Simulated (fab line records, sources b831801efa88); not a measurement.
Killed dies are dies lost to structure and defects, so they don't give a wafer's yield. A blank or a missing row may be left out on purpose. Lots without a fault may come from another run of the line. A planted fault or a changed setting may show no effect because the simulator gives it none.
Which tool did it? | flow gf180mcu | 11 lots, 33 wafers sampled, at 3 steps of a route of 602

WHAT THE GAUGES READ, wafer by wafer
GF_M3_RS_MEAS_05: measures by four-point-probe. Usual: M3_ALCU_RS 0.0706 ohm/sq, standard deviation 0.00097.
lot  | measured     | on            | M3_ALCU_RS (ohm/sq)  | flag
L264 | day 20 11:21 | film_metro-04 | 0.0708 0.0712 0.0718 |
L266 | day 21 08:58 | film_metro-02 | 0.0704 0.0705 0.0716 |
L267 | day 21 16:11 | film_metro-03 | 0.0700 0.0696 0.0704 |
L268 | day 22 00:15 | film_metro-03 | 0.0702 0.0685 0.0691 |
L272 | day 23 14:22 | film_metro-03 | 0.0703 0.0706 0.0703 |
L276 | day 25 04:59 | film_metro-02 | 0.0722 0.0716 0.0725 |
L278 | day 26 05:54 | film_metro-04 | 0.0776 0.0750 0.0769 | OFF
L282 | day 26 19:34 | film_metro-04 | 0.0738 0.0755 0.0761 | OFF
L283 | day 27 03:34 | film_metro-04 | 0.0708 0.0711 0.0713 |
L284 | day 27 19:56 | film_metro-03 | 0.0694 0.0704 0.0700 |
L286 | day 28 06:10 | film_metro-03 | 0.0703 0.0713 0.0703 |

GF_M3_THK_MEAS_06: measures by xrf. Usual: M3_ALCU_THK 441 nm, standard deviation 5.8.
lot  | measured     | on            | M3_ALCU_THK (nm) | flag
L264 | day 20 11:28 | film_metro-04 | 440 438 432      |
L266 | day 21 09:05 | film_metro-02 | 441 440 435      |
L267 | day 21 16:17 | film_metro-03 | 442 445 443      |
L268 | day 22 00:22 | film_metro-03 | 443 450 446      |
L272 | day 23 14:29 | film_metro-03 | 442 438 440      |
L276 | day 25 05:06 | film_metro-02 | 432 436 431      |
L278 | day 26 06:01 | film_metro-04 | 404 417 408      | OFF
L282 | day 26 19:40 | film_metro-04 | 423 414 408      | OFF
L283 | day 27 03:41 | film_metro-04 | 442 440 437      |
L284 | day 27 20:02 | film_metro-03 | 449 442 443      |
L286 | day 28 06:16 | film_metro-03 | 443 436 442      |

WHICH TOOL RAN EACH LOT (tool, then ch and the chambers of the sampled wafers, then the start)
lot  | GF_M3_SPUTTER_02
L264 | pvd_sputter-02, day 20 11:16
L266 | pvd_sputter-01, day 21 08:53
L267 | pvd_sputter-03, day 21 16:04
L268 | pvd_sputter-01, day 22 00:08
L272 | pvd_sputter-01, day 23 14:16
L276 | pvd_sputter-02, day 25 04:52
L278 | pvd_sputter-01, day 26 05:49
L282 | pvd_sputter-01, day 26 19:26
L283 | pvd_sputter-02, day 27 03:28
L284 | pvd_sputter-02, day 27 19:49
L286 | pvd_sputter-03, day 28 06:02
- GF_M3_SPUTTER_02: material AlCu, target thk 450 nm, time 23.9 s.

WHAT THE TOOLS THEMSELVES READ (means of the sampled wafers that have a number; where no wafer has one, the mark that the record gives instead)
GF_M3_SPUTTER_02. Usual: throttle_valve_pct 30.0 %, standard deviation 1.4.
lot  | tool           | throttle_valve_pct (%) | flag
L264 | pvd_sputter-02 | 30.9                   |
L266 | pvd_sputter-01 | 29.7                   |
L267 | pvd_sputter-03 | 31.8                   |
L268 | pvd_sputter-01 | 29.7                   |
L272 | pvd_sputter-01 | 28.5                   |
L276 | pvd_sputter-02 | 30.5                   |
L278 | pvd_sputter-01 | 28.9                   |
L282 | pvd_sputter-01 | 29.0                   |
L283 | pvd_sputter-02 | 30.1                   |
L284 | pvd_sputter-02 | 30.6                   |
L286 | pvd_sputter-03 | 30.5                   |

THE ANSWER, worked out from the rows above alone
Rule: a lot is off if the mean of its wafers that have a number lies more than 3 standard deviations from the usual mean. A lot without any number at a reading at which 4 lots or more have one is off too. The other lots that the step has rows for count as sound. The gauges are gone through in route order, then the tools' own readings, and for those a lot's mean is taken as printed above. The first step at which some lot is off is used, and at that step the reading that is off furthest; a lot without a number counts as furthest.
Off: L278, L282, at GF_M3_RS_MEAS_05 (M3_ALCU_RS).
A tool fits if, at a process step before that reading, it ran every lot that is off, and no sound lot after the first of them. The gauges at GF_M3_RS_MEAS_05 are tried like those tools. One fits: pvd_sputter-01 at GF_M3_SPUTTER_02. Its last sound lot is L272 (day 23 14:16), its first lot that is off L278 (day 26 05:49): a fault that began between those two fits.

WHAT THE SIMULATOR HAD PUT IN
Process parameter drift: pvd_sputter-01, from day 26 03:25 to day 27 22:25, at GF_M3_SPUTTER_02. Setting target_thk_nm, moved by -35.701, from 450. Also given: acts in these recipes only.
Lots struck among those shown: L278, L282. The rule above found the same.
